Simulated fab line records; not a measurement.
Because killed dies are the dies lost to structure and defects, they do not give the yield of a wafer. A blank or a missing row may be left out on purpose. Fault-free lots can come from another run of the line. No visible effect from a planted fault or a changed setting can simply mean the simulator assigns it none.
fab line records	flow sky130
[record] lots = 5	wafers = 15	lastDay = 50
route steps=708 shown VIA2@516 METAL3@532 CAPM@537
lots that met no fault: taken from a fault-free run of the same line
startH: the number of hours between the record's first day and the start of the first shown wafer of the lot	waitH: hours from the lot's prior step to this one	" same as the row above	L1.1+2: a row that stands for several wafers	- no value, or no start was given	* or withheld: withheld	< > ~ a bound
route shown NAME@n: NAME is a module with steps in the file, n the number in the route of the first one	usual: average and standard deviation across the fault-free wafers	same: alike in all rows	chamber/n: place in a boat	sites: each site's reading	_std_site: their standard deviation	_edge_site: mean of outer sites minus mean of inner sites	radiusMm: for every site, how far away it sits from the centre of the wafer	mask NAME#n: copy n	behind: the tool/chamber that last shaped the wafer	hold: the reason the lot was held/the length of the hold in hours/how it ended	device: which transistor (n, p or np) failed to switch	end of line: the route-end tests of the same wafers	a step without rows: its recipe alone	killed: at the first sort, the dies lost to defects and structure; wafer yield is something else	map: a wafer's dies, marking killed ones x, the rest . and places with no die _
set.NAME: setting as actually run; set.NAME@STEP: the setting as run at that earlier step	model.NAME: the simulator's own value behind a step, which no gauge read
lots at some steps of the route; a table a step, a row a wafer
services: the hour from which a tool's chamber was out of use, counted from the record's first day as startH (under 0 if before that day), plus the number of hours and why
[[steps]]
[step SKY_VIA2_EXPOSE_09]
[recipe] maskId = VIM2	na = 0.8	sourceShape = annular	sigmaInner = 0.55	sigmaOuter = 0.85	targetCdNm = 200	doseMj = 38
[usual] reticleTempC = 23.03/0.11
[same] sigmaInner = 0.55
lot.wafer	tool	chamber	startH	waitH	mask	reticleTempC
L077.1	krfScanner-02	0	-	-	VIM2#0	23.24
L077.3	"	0	"	"	VIM2#0	23.25
L077.5	"	0	"	"	VIM2#0	23.10
L087.1	krfScanner-01	0	-	-	VIM2#0	23.10
L087.2	"	0	"	"	VIM2#0	22.97
L087.5	"	0	"	"	VIM2#0	23.12
L091.1	krfScanner-01	0	-	-	VIM2#0	23.12
L091.3	"	0	"	"	VIM2#0	23.07
L091.4	"	0	"	"	VIM2#0	23.01
L094.1	krfScanner-02	0	-	-	VIM2#0	22.99
L094.3	"	0	"	"	VIM2#0	22.94
L094.6	"	0	"	"	VIM2#0	22.89
L097.1	krfScanner-02	0	-	-	VIM2#0	22.83
L097.3	"	0	"	"	VIM2#0	23.04
L097.5	"	0	"	"	VIM2#0	23.02
[step SKY_VIA2_PEB_10]
[recipe] pebTempC = withheld	pebTimeS = withheld	resist = KrF-thick
lot.wafer	tool	chamber	startH	waitH
L077.1+3+5	lithoTrack-03	0	-	-
L087.1+2+5	lithoTrack-04	0	-	-
L091.1+3+4	lithoTrack-04	0	-	-
L094.1+3+6	lithoTrack-04	0	-	-
L097.1+3+5	lithoTrack-02	0	-	-
[step SKY_VIA2_DEVELOP_11]
[recipe] developTimeS = 60	resist = KrF-thick	devTempC = 21
lot.wafer	tool	chamber	startH	waitH
L077.1+3+5	lithoTrack-03	0	-	-
L087.1+2+5	lithoTrack-04	0	-	-
L091.1+3+4	lithoTrack-04	0	-	-
L094.1+3+6	lithoTrack-04	0	-	-
L097.1+3+5	lithoTrack-02	0	-	-
[step SKY_VIA2_CD_MEAS_12]
[recipe] targetCdNm = 200
[usual] cdNm = 200.4/1.6
lot.wafer	tool	chamber	startH	waitH	cdNm
L077.1	cdSem-01	-	892.67	-	202.2
L077.3	"	-	"	"	202.7
L077.5	"	-	"	"	201.7
L087.1	cdSem-02	-	943.11	-	202.0
L087.2	"	-	"	"	202.4
L087.5	"	-	"	"	202.5
L091.1	cdSem-01	-	969.99	-	201.7
L091.3	"	-	"	"	202.3
L091.4	"	-	"	"	201.6
L094.1	cdSem-01	-	999.86	-	200.7
L094.3	"	-	"	"	201.1
L094.6	"	-	"	"	201.8
L097.1	cdSem-02	-	1000.83	-	200.3
L097.3	"	-	"	"	201.3
L097.5	"	-	"	"	201.9
[step SKY_VIA2_OVL_MEAS_13]
[usual] VIA2_OVL = -4/4.6
lot.wafer	tool	chamber	startH	waitH	VIA2_OVL[nm]
L077.1	overlay-01	-	892.79	0.1	5
L077.3	"	-	"	"	0
L077.5	"	-	"	"	0
L087.1	overlay-02	-	943.23	0.1	-9
L087.2	"	-	"	"	-5
L087.5	"	-	"	"	1
L091.1	overlay-01	-	970.11	0.1	-6
L091.3	"	-	"	"	1
L091.4	"	-	"	"	-4
L094.1	overlay-01	-	999.98	0.1	3
L094.3	"	-	"	"	7
L094.6	"	-	"	"	-2
L097.1	overlay-02	-	1000.95	0.1	-12
L097.3	"	-	"	"	-6
L097.5	"	-	"	"	-11
[step SKY_VIA2_ETCH_14]
[recipe] chemistry = N2/H2	target = BARC	ionEnergyEv = 200	sourceW = 500	biasW = 100	pressureMtorr = 30	n2FlowSccm = 100	h2FlowSccm = 200	stopOn = SiO2	timeS = 45.9	targetDepthA = 600
[usual] drypumpMotorCurrentA = 5.8/0.44	oesProductAu = 0.854/0.0054	throttleValvePct = 13.223/0.009
[same] timeS = 45.9
lot.wafer	tool	chamber	startH	waitH	drypumpMotorCurrentA	oesProductAu	rfHoursCounterH	throttleValvePct
L077.1	rieDiel-03	2	892.82	0.0	5.4	0.858	15	13.207
L077.3	"	3	"	"	5.8	0.855	19	13.227
L077.5	"	3	"	"	5.8	0.853	-	13.232
L087.1	rieDiel-01	1	943.27	0.0	5.6	0.847	15	13.225
L087.2	"	0	"	"	6.2	0.857	24	13.226
L087.5	"	0	"	"	6.2	0.860	-	13.233
L091.1	rieDiel-01	1	970.14	0.0	5.6	0.842	15	13.223
L091.3	"	3	"	"	5.9	0.850	3	13.202
L091.4	"	2	"	"	5.7	0.857	-	13.223
L094.1	rieDiel-01	2	1000.02	0.0	5.7	0.846	3	13.235
L094.3	"	3	"	"	5.9	0.855	4	13.220
L094.6	"	3	"	"	5.9	0.854	-	13.213
L097.1	rieDiel-01	2	1000.99	0.0	5.7	0.866	3	13.225
L097.3	"	3	"	"	5.9	0.856	4	13.215
L097.5	"	0	"	"	6.2	0.853	-	13.227
[step SKY_VIA2_ETCH_15]
[recipe] target = SiO2	chemistry = C4F8/O2/Ar	targetDepthNm = 546	stopOn = TiN	maskMaterial = KrF-thick	sourceW = 1500	biasW = 1200	pressureMtorr = 40	c4f8FlowSccm = withheld	O2_flow_sccm = 6	Ar_flow_sccm = 300	timeS = 84
[usual] oesProductAu = 0.940/0.0048
[same] timeS = 84
lot.wafer	tool	chamber	startH	waitH	oesProductAu	rfHoursCounterH
L077.1	rieDiel-03	2	892.87	0.0	0.940	15
L077.3	"	3	"	"	0.945	19
L077.5	"	3	"	"	0.939	-
L087.1	rieDiel-01	1	943.31	0.0	0.934	15
L087.2	"	0	"	"	0.938	24
L087.5	"	0	"	"	0.932	-
L091.1	rieDiel-01	1	970.19	0.0	0.937	15
L091.3	"	3	"	"	0.935	3
L091.4	"	2	"	"	0.941	-
L094.1	rieDiel-01	2	1000.06	0.0	0.939	3
L094.3	"	3	"	"	0.937	4
L094.6	"	3	"	"	0.943	-
L097.1	rieDiel-01	2	1001.03	0.0	0.950	3
L097.3	"	3	"	"	0.937	4
L097.5	"	0	"	"	0.938	-
[step SKY_VIA2_STRIP_16]
[recipe] chemistry = O2/N2	powerW = 1400	pressureMtorr = 1500	platenTempC = withheld	o2FlowSccm = 3000	n2FlowSccm = 300	overashFraction = 0.5
[usual] drypumpMotorCurrentA = 5.7/0.38	oesProductAu = 0.399/0.0047	stripTimeToEndpointS = 4.06/0.03
lot.wafer	tool	chamber	startH	waitH	drypumpMotorCurrentA	oesProductAu	rfHoursCounterH	stripTimeToEndpointS
L077.1	plasmaAsher-02	0	892.93	0.0	5.3	0.398	107	4.06
L077.3	"	1	"	"	6.2	0.400	-	4.01
L077.5	"	0	"	"	5.3	0.399	-	4.01
L087.1	plasmaAsher-04	0	943.37	0.0	5.6	0.396	20	4.04
L087.2	"	1	"	"	6.0	0.403	20	4.07
L087.5	"	1	"	"	6.0	0.404	-	4.07
L091.1	plasmaAsher-04	0	970.25	0.0	5.6	0.398	23	4.04
L091.3	"	1	"	"	6.0	0.394	-	4.03
L091.4	"	0	"	"	5.6	0.403	-	4.07
L094.1	plasmaAsher-02	0	1000.13	0.0	5.3	0.401	118	4.03
L094.3	"	0	"	"	5.3	0.391	-	4.05
L094.6	"	1	"	"	6.2	0.389	-	4.05
L097.1	plasmaAsher-02	1	1001.09	0.0	6.1	0.396	118	4.09
L097.3	"	0	"	"	5.3	0.397	-	4.07
L097.5	"	0	"	"	5.3	0.397	-	4.12
[step SKY_VIA2_STRIP_17]
[recipe] chemistry = postEtchResidueRemover	timeS = 1200	tempC = 72.5
[same] timeS = 1200
lot.wafer	tool	chamber	startH	waitH
L077.1+3+5	wetBench-04	0	893.03	0.1
L087.1+2+5	wetBench-03	1	943.47	0.1
L091.1+3+4	wetBench-02	0	970.35	0.1
L094.1+3+6	wetBench-02	2	1000.23	0.1
L097.1+3+5	wetBench-02	0	1001.19	0.1
[step SKY_VIA2_CLEAN_18]
[recipe] chemistry = IPA	timeS = 180	tempC = 25
[same] timeS = 180
lot.wafer	tool	chamber	startH	waitH
L077.1+3+5	wetBench-02	2	893.57	0.2
L087.1+2+5	wetBench-03	0	943.85	0.0
L091.1+3+4	wetBench-03	2	970.69	0.0
L094.1+3+6	wetBench-03	3	1000.57	0.0
L097.1+3+5	wetBench-03	1	1001.53	0.0
[step SKY_VIA2_CLEAN_19]
[recipe] chemistry = O3/DIW	dry = n2Spin
lot.wafer	tool	chamber	startH	waitH
L077.1+3+5	wetBench-02	3	893.68	0.1
L087.1+2+5	wetBench-02	0	943.91	0.0
L091.1+3+4	wetBench-02	2	970.75	0.0
L094.1+3+6	wetBench-04	3	1000.63	0.0
L097.1+3+5	wetBench-04	2	1001.59	0.0
[step SKY_VIA2_SPUTTER_20]
[recipe] material = TiN	targetThkNm = 20	chamberPressurePa = 5	powerW = 4000	timeS = 80
[usual] cathodeDcPowerW = 3999.9/0.66	throttleValvePct = 29.7/1.1
[same] timeS = 80
lot.wafer	tool	chamber	startH	waitH	cathodeDcPowerW	throttleValvePct
L077.1	pvdSputter-01	-	893.77	0.0	4000.0	28.4
L077.3	"	-	"	"	4001.0	29.1
L077.5	"	-	"	"	3999.2	30.0
L087.1	pvdSputter-03	-	944.01	0.0	4000.2	28.2
L087.2	"	-	"	"	4000.5	29.1
L087.5	"	-	"	"	4000.3	28.5
L091.1	pvdSputter-01	-	970.84	0.0	4000.0	29.2
L091.3	"	-	"	"	4000.1	29.2
L091.4	"	-	"	"	3998.5	28.3
L094.1	pvdSputter-04	-	1000.72	0.0	4000.8	28.8
L094.3	"	-	"	"	4000.1	32.2
L094.6	"	-	"	"	4000.1	31.8
L097.1	pvdSputter-04	-	1001.68	0.0	4001.1	30.3
L097.3	"	-	"	"	3999.1	28.6
L097.5	"	-	"	"	4000.6	30.1
[step SKY_VIA2_CVD_21]
[recipe] material = W	targetThkNm = 420	timeS = 126.4	tempC = 400	pressureTorr = 40
[usual] heaterPowerW = 923/87
[same] timeS = 126.4
lot.wafer	tool	chamber	startH	waitH	heaterPowerW
L077.1	cvdW-01	0	893.84	0.0	973
L077.3	"	1	"	"	780
L077.5	"	0	"	"	961
L087.1	cvdW-02	1	944.07	0.0	880
L087.2	"	0	"	"	962
L087.5	"	1	"	"	876
L091.1	cvdW-02	1	970.90	0.0	888
L091.3	"	0	"	"	952
L091.4	"	1	"	"	879
L094.1	cvdW-01	1	1000.78	0.0	766
L094.3	"	1	"	"	777
L094.6	"	1	"	"	803
L097.1	cvdW-02	1	1001.75	0.0	881
L097.3	"	1	"	"	861
L097.5	"	1	"	"	894
[step SKY_VIA2_RS_MEAS_22]
[recipe] thkMeasGauge = four-point-probe	reads = W_of_VIA2_CVD_21+TiN_of_VIA2_SPUTTER_20
[usual] VIA2_W_RS = 0.274/0.0034
lot.wafer	tool	chamber	startH	waitH	VIA2_W_RS[ohm/sq]
L077.1	filmMetro-02	-	893.97	0.1	0.274
L077.3	"	-	"	"	0.274
L077.5	"	-	"	"	0.277
L087.1	filmMetro-03	-	944.20	0.1	0.275
L087.2	"	-	"	"	0.272
L087.5	"	-	"	"	0.276
L091.1	filmMetro-03	-	971.03	0.1	0.277
L091.3	"	-	"	"	0.273
L091.4	"	-	"	"	0.278
L094.1	filmMetro-02	-	1000.91	0.1	0.274
L094.3	"	-	"	"	0.273
L094.6	"	-	"	"	0.271
L097.1	filmMetro-03	-	1001.88	0.1	0.278
L097.3	"	-	"	"	0.277
L097.5	"	-	"	"	0.276
[step SKY_VIA2_THK_MEAS_23]
[recipe] thkMeasGauge = xrf	reads = W_of_VIA2_CVD_21
[usual] VIA2_W_THK = 427/5.9
lot.wafer	tool	chamber	startH	waitH	VIA2_W_THK[nm]
L077.1	filmMetro-02	-	894.09	0.1	430
L077.3	"	-	"	"	429
L077.5	"	-	"	"	421
L087.1	filmMetro-03	-	944.32	0.1	427
L087.2	"	-	"	"	432
L087.5	"	-	"	"	423
L091.1	filmMetro-03	-	971.15	0.1	419
L091.3	"	-	"	"	424
L091.4	"	-	"	"	420
L094.1	filmMetro-02	-	1001.03	0.1	423
L094.3	"	-	"	"	426
L094.6	"	-	"	"	430
L097.1	filmMetro-03	-	1002.00	0.1	421
L097.3	"	-	"	"	420
L097.5	"	-	"	"	423
[step SKY_VIA2_CMP_24]
[recipe] stopOn = SiO2	tOverpolishS = 20	downForcePsi = 3.5	platenRpm = 60	targetThkNm = 0	padVelocityMS = 0.94248
[usual] motorCurrentA = 11.9/1.1	overpolishRunS = 20.000/0.009	retainingRingPressureFrac = 1.000/0.0044	timeToEndpointS = 101/4.8
lot.wafer	tool	chamber	startH	waitH	motorCurrentA	overpolishRunS	retainingRingPressureFrac	timeToEndpointS
L077.3	cmp-02	1	894.25	0.1	12.6	19.987	0.993	94
L077.1	"	2	"	"	10.6	20.005	1.004	99
L077.5	"	3	"	"	11.5	19.987	1.003	100
L087.1	cmp-02	0	945.41	1.1	12.8	19.998	1.001	101
L087.2	"	1	"	"	12.9	20.003	1.002	98
L087.5	"	0	"	"	13.3	20.003	1.000	103
L091.3	cmp-01	2	971.21	0.0	12.7	19.999	1.006	102
L091.4	"	3	"	"	11.7	20.023	0.999	103
L091.1	"	1	"	"	10.3	20.012	0.998	93
L094.3	cmp-02	1	1001.44	0.4	12.5	20.008	1.001	100
L094.1	"	2	"	"	10.7	20.016	1.006	102
L094.6	"	3	"	"	11.7	20.000	0.993	101
L097.1	cmp-02	1	1002.06	0.1	13.2	20.002	1.005	92
L097.3	"	2	"	"	10.6	19.998	0.990	98
L097.5	"	2	"	"	11.0	19.987	1.003	100
[step SKY_METAL3_SPUTTER_00]
[recipe] material = Ti	targetThkNm = 15	powerW = 3000	timeS = 10	chamberPressurePa = 0.4
[usual] cathodeDcPowerW = 3000.0/0.49	throttleValvePct = 30.2/1.1
[same] timeS = 10
lot.wafer	tool	chamber	startH	waitH	cathodeDcPowerW	throttleValvePct
L077.1	pvdSputter-02	-	894.45	0.1	3000.0	29.3
L077.3	"	-	"	"	3000.7	31.4
L077.5	"	-	"	"	3000.1	31.6
L087.1	pvdSputter-04	-	945.66	0.2	2999.7	29.2
L087.2	"	-	"	"	2999.7	30.3
L087.5	"	-	"	"	2999.8	28.5
L091.1	pvdSputter-02	-	971.51	0.1	3000.7	31.4
L091.3	"	-	"	"	3000.5	29.9
L091.4	"	-	"	"	2999.9	31.2
L094.1	pvdSputter-03	-	1001.64	0.1	3000.3	30.5
L094.3	"	-	"	"	2999.6	31.3
L094.6	"	-	"	"	3000.2	29.7
L097.1	pvdSputter-04	-	1002.36	0.2	3000.2	30.2
L097.3	"	-	"	"	2999.6	28.8
L097.5	"	-	"	"	3001.1	32.1
[step SKY_METAL3_SPUTTER_01]
[recipe] material = TiN	targetThkNm = 20	powerW = 6500	timeS = 16.7	chamberPressurePa = 0.4
[usual] cathodeDcPowerW = 6500.1/1.1	throttleValvePct = 30.2/1.1
[same] timeS = 16.7
lot.wafer	tool	chamber	startH	waitH	cathodeDcPowerW	throttleValvePct
L077.1	pvdSputter-02	-	894.47	0.0	6500.2	29.5
L077.3	"	-	"	"	6500.7	31.6
L077.5	"	-	"	"	6500.5	31.5
L087.1	pvdSputter-04	-	945.68	0.0	6502.3	28.8
L087.2	"	-	"	"	6500.8	30.2
L087.5	"	-	"	"	6499.3	28.7
L091.1	pvdSputter-02	-	971.54	0.0	6500.5	31.5
L091.3	"	-	"	"	6499.4	29.9
L091.4	"	-	"	"	6499.0	31.2
L094.1	pvdSputter-03	-	1001.66	0.0	6499.7	30.4
L094.3	"	-	"	"	6498.2	31.0
L094.6	"	-	"	"	6499.0	29.6
L097.1	pvdSputter-04	-	1002.38	0.0	6500.4	30.4
L097.3	"	-	"	"	6498.7	29.0
L097.5	"	-	"	"	6501.6	32.2
[step SKY_METAL3_SPUTTER_02]
[recipe] material = AlCu	targetThkNm = 735	powerW = 10600	timeS = 39.1	chamberPressurePa = 0.4
[usual] cathodeDcPowerW = 10600/2	throttleValvePct = 30.2/1.1
[same] timeS = 39.1
lot.wafer	tool	chamber	startH	waitH	cathodeDcPowerW	throttleValvePct
L077.1	pvdSputter-02	-	894.49	0.0	10604	29.4
L077.3	"	-	"	"	10598	31.6
L077.5	"	-	"	"	10600	31.6
L087.1	pvdSputter-04	-	945.70	0.0	10603	28.9
L087.2	"	-	"	"	10601	30.3
L087.5	"	-	"	"	10599	29.1
L091.1	pvdSputter-02	-	971.56	0.0	10599	31.1
L091.3	"	-	"	"	10599	29.9
L091.4	"	-	"	"	10600	31.3
L094.1	pvdSputter-03	-	1001.68	0.0	10601	30.8
L094.3	"	-	"	"	10602	31.1
L094.6	"	-	"	"	10598	29.3
L097.1	pvdSputter-04	-	1002.40	0.0	10600	30.4
L097.3	"	-	"	"	10599	28.8
L097.5	"	-	"	"	10598	32.1
[step SKY_METAL3_SPUTTER_03]
[recipe] material = Ti	targetThkNm = 5	powerW = 3000	timeS = 3.3	chamberPressurePa = 0.4
[usual] cathodeDcPowerW = 3000.0/0.58	throttleValvePct = 30.2/1.1
[same] timeS = 3.3
lot.wafer	tool	chamber	startH	waitH	cathodeDcPowerW	throttleValvePct
L077.1	pvdSputter-02	-	894.53	0.0	2999.3	29.3
L077.3	"	-	"	"	3000.5	31.5
L077.5	"	-	"	"	2999.2	31.5
L087.1	pvdSputter-04	-	945.74	0.0	3000.1	28.9
L087.2	"	-	"	"	2999.2	30.2
L087.5	"	-	"	"	2999.5	28.8
L091.1	pvdSputter-02	-	971.60	0.0	3001.3	31.4
L091.3	"	-	"	"	2999.8	29.9
L091.4	"	-	"	"	2998.9	31.2
L094.1	pvdSputter-03	-	1001.72	0.0	3000.1	30.6
L094.3	"	-	"	"	2999.4	31.1
L094.6	"	-	"	"	3000.1	29.4
L097.1	pvdSputter-04	-	1002.44	0.0	2999.7	30.5
L097.3	"	-	"	"	3000.9	29.0
L097.5	"	-	"	"	3000.1	32.0
[step SKY_METAL3_SPUTTER_04]
[recipe] material = TiN	targetThkNm = 70	powerW = 6500	timeS = 58.3	chamberPressurePa = 0.4
[usual] cathodeDcPowerW = 6500.0/1.1	throttleValvePct = 30.2/1.1
[same] timeS = 58.3
lot.wafer	tool	chamber	startH	waitH	cathodeDcPowerW	throttleValvePct
L077.1	pvdSputter-02	-	894.55	0.0	6499.7	29.4
L077.3	"	-	"	"	6501.2	31.5
L077.5	"	-	"	"	6499.7	31.5
L087.1	pvdSputter-04	-	945.76	0.0	6499.6	28.7
L087.2	"	-	"	"	6500.6	30.5
L087.5	"	-	"	"	6500.1	28.8
L091.1	pvdSputter-02	-	971.62	0.0	6499.9	31.7
L091.3	"	-	"	"	6502.7	30.1
L091.4	"	-	"	"	6499.7	31.3
L094.1	pvdSputter-03	-	1001.74	0.0	6499.7	30.4
L094.3	"	-	"	"	6500.1	31.3
L094.6	"	-	"	"	6501.3	29.1
L097.1	pvdSputter-04	-	1002.46	0.0	6499.7	30.1
L097.3	"	-	"	"	6500.0	28.9
L097.5	"	-	"	"	6500.7	32.1
[step SKY_CAPM_CVD_00]
[recipe] material = SiO2	targetThkNm = 15.5	tempC = 400	timeS = withheld	rfW = 450
[usual] heaterPowerW = 686/76
lot.wafer	tool	chamber	startH	waitH	heaterPowerW
L077.1	pecvd-03	1	894.60	0.0	672
L077.3	"	2	"	"	582
L077.5	"	2	"	"	598
L087.1	pecvd-01	2	945.81	0.0	730
L087.2	"	0	"	"	836
L087.5	"	0	"	"	802
L091.1	pecvd-03	1	971.67	0.0	728
L091.3	"	1	"	"	754
L091.4	"	2	"	"	659
L094.1	pecvd-01	2	1001.79	0.0	638
L094.3	"	1	"	"	643
L094.6	"	1	"	"	651
L097.1	pecvd-03	0	1002.51	0.0	573
L097.3	"	0	"	"	546
L097.5	"	0	"	"	549
[step SKY_CAPM_THK_MEAS_01]
[recipe] reads = SiO2_of_CAPM_CVD_00
[usual] CAPM_CVD_00_THK = 15.46/0.22
lot.wafer	tool	chamber	startH	waitH	CAPM_CVD_00_THK[nm]
L077.1	filmMetro-02	-	894.62	-	15.44
L077.3	"	-	"	"	15.43
L077.5	"	-	"	"	15.40
L087.1	filmMetro-01	-	945.83	-	15.65
L087.2	"	-	"	"	15.47
L087.5	"	-	"	"	15.88
L091.1	filmMetro-04	-	971.70	-	14.84
L091.3	"	-	"	"	15.27
L091.4	"	-	"	"	15.24
L094.1	filmMetro-04	-	1001.81	-	15.79
L094.3	"	-	"	"	15.54
L094.6	"	-	"	"	15.73
L097.1	filmMetro-04	-	1002.58	-	15.09
L097.3	"	-	"	"	15.25
L097.5	"	-	"	"	15.37
[step SKY_CAPM_SPUTTER_02]
[recipe] material = TiN	targetThkNm = 200	tempC = 300	powerW = 6500	timeS = 172.9	chamberPressurePa = 0.4
[usual] cathodeDcPowerW = 6499.8/1.1	throttleValvePct = 29.8/0.99
[same] timeS = 172.9
lot.wafer	tool	chamber	startH	waitH	cathodeDcPowerW	throttleValvePct
L077.1	pvdSputter-03	-	894.68	0.1	6498.8	29.4
L077.3	"	-	"	"	6499.7	28.6
L077.5	"	-	"	"	6497.8	29.4
L087.1	pvdSputter-01	-	945.89	0.1	6500.4	30.2
L087.2	"	-	"	"	6499.5	29.2
L087.5	"	-	"	"	6498.7	28.7
L091.1	pvdSputter-02	-	971.76	0.1	6500.1	31.3
L091.3	"	-	"	"	6501.1	29.5
L091.4	"	-	"	"	6500.1	29.9
L094.1	pvdSputter-02	-	1001.87	0.1	6499.0	31.3
L094.3	"	-	"	"	6500.1	29.3
L094.6	"	-	"	"	6499.8	31.4
L097.1	pvdSputter-03	-	1002.64	0.1	6500.1	29.3
L097.3	"	-	"	"	6500.4	31.3
L097.5	"	-	"	"	6499.8	30.6
[step SKY_CAPM_RS_MEAS_03]
[recipe] thkMeasGauge = four-point-probe	reads = TiN_of_CAPM_SPUTTER_02
[usual] CAPM_TIN_RS = 6.65/0.067
lot.wafer	tool	chamber	startH	waitH	CAPM_TIN_RS[ohm/sq]
L077.1	filmMetro-01	-	894.79	0.1	6.54
L077.3	"	-	"	"	6.68
L077.5	"	-	"	"	6.60
L087.1	filmMetro-04	-	946.00	0.1	6.49
L087.2	"	-	"	"	6.55
L087.5	"	-	"	"	6.58
L091.1	filmMetro-04	-	971.87	0.1	6.67
L091.3	"	-	"	"	6.71
L091.4	"	-	"	"	6.63
L094.1	filmMetro-01	-	1001.98	0.1	6.59
L094.3	"	-	"	"	6.74
L094.6	"	-	"	"	6.57
L097.1	filmMetro-01	-	1002.74	0.1	6.61
L097.3	"	-	"	"	6.68
L097.5	"	-	"	"	6.72
[step SKY_CAPM_THK_MEAS_04]
[recipe] thkMeasGauge = xrf	reads = TiN_of_CAPM_SPUTTER_02
[usual] CAPM_TIN_THK = 209.0/2.2
lot.wafer	tool	chamber	startH	waitH	CAPM_TIN_THK[nm]
L077.1	filmMetro-01	-	894.91	0.1	212.2
L077.3	"	-	"	"	208.1
L077.5	"	-	"	"	210.7
L087.1	filmMetro-04	-	946.12	0.1	212.2
L087.2	"	-	"	"	210.8
L087.5	"	-	"	"	209.5
L091.1	filmMetro-04	-	971.99	0.1	207.1
L091.3	"	-	"	"	206.4
L091.4	"	-	"	"	209.0
L094.1	filmMetro-01	-	1002.10	0.1	210.7
L094.3	"	-	"	"	206.5
L094.6	"	-	"	"	212.2
L097.1	filmMetro-01	-	1002.86	0.1	210.9
L097.3	"	-	"	"	207.6
L097.5	"	-	"	"	206.9
[step SKY_CAPM_DEHYDRATE_05]
[recipe] tempC = 200	timeS = 60
[usual] plateTempC = 199.99/0.18
[same] timeS = 60
lot.wafer	tool	chamber	startH	waitH	plateTempC
L077.1	lithoTrack-04	0	907.66	12.7	200.11
L077.3	"	0	"	"	200.01
L077.5	"	0	"	"	200.27
L087.1	lithoTrack-02	0	957.33	11.2	200.25
L087.2	"	0	"	"	200.02
L087.5	"	0	"	"	200.39
L091.1	lithoTrack-01	0	983.52	11.5	199.99
L091.3	"	0	"	"	199.98
L091.4	"	0	"	"	200.27
L094.1	lithoTrack-04	0	1015.16	13.1	200.10
L094.3	"	0	"	"	200.07
L094.6	"	0	"	"	199.97
L097.1	lithoTrack-02	0	1015.63	12.8	199.79
L097.3	"	0	"	"	199.85
L097.5	"	0	"	"	200.09
[[services]]
tool	chamber	startH	hours	kind
cvdW-02	1	858.18	2.2	repair
krfScanner-01	-	864.29	1.3	pm
pecvd-01	-	867.20	0.6	repair
krfScanner-01	-	867.75	2.3	repair
pecvd-01	1	873.34	3.5	repair
krfScanner-02	-	876.36	1.0	pm
rieDiel-01	2	882.26	4.1	repair
krfScanner-01	-	884.78	0.8	pm
cvdW-02	-	904.00	14.0	pm
pvdSputter-02	-	908.35	4.1	repair
plasmaAsher-02	-	913.32	2.1	repair
cmp-02	-	930.79	0.7	repair
rieDiel-01	0	938.78	3.4	repair
rieDiel-01	3	953.55	3.7	repair
pvdSputter-03	-	962.79	1.5	repair
pecvd-03	0	965.87	23.6	repair
krfScanner-02	-	968.39	0.8	pm
pvdSputter-03	-	968.51	6.8	repair
rieDiel-01	1	983.50	44.0	repair
cvdW-02	0	985.20	9.9	repair
wetBench-02	-	994.42	1.9	pm
krfScanner-02	-	999.16	1.3	pm
pvdSputter-04	-	1004.57	4.8	repair
plasmaAsher-02	-	1009.98	1.1	repair
[[key]]
fault none
